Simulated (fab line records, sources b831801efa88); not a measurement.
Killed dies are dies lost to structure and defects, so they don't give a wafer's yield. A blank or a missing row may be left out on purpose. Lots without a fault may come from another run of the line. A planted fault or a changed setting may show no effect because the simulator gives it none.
Chamber matching | flow gf180mcu | GF_V4_ETCH_16 on rie_diel-02: 4 sister chambers
The step etches BARC in N2/H2. 4 wafers are shown with their chamber, then 9 later ones without.

WAFERS WITH THEIR CHAMBER
wafer  | chamber | drypump_motor_current_A (A)
L084.1 | 1       | 5.9
L084.3 | 2       | 5.5
L088.4 | 0       | 6.3
L088.6 | 3       | 5.6

WAFERS WITHOUT THEIR CHAMBER
wafer  | drypump_motor_current_A (A)
L091.1 | 5.5
L091.3 | 5.9
L091.4 | 5.5
L092.2 | 6.3
L092.5 | 5.5
L092.6 | 5.9
L095.1 | 5.5
L095.2 | 6.4
L095.6 | 5.9

WHICH CHAMBER EACH WENT THROUGH
wafer  | from the rows above | in truth
L091.1 | 2                   | 2
L091.3 | 1                   | 1
L091.4 | 2                   | 2
L092.2 | 0                   | 0
L092.5 | 2                   | 2
L092.6 | 1                   | 1
L095.1 | 2                   | 2
L095.2 | 0                   | 0
L095.6 | 1                   | 1
Placed correctly: 9 of 9. Can't be placed from these rows: 0. Placed wrongly: 0.
How it was worked out, from the rows above alone: a wafer's distance from a chamber is the root of the sum, over the readings, of the square of ((its reading less the chamber's mean) divided by the reading's scatter). The wafer belongs to the nearest chamber; if the next one is less than 2 further off, it can't be placed. A chamber's mean is the mean of its shown wafers. The scatter: with one shown wafer a chamber, the root of the mean of the squares of how far each hidden wafer lies from its nearest shown one.
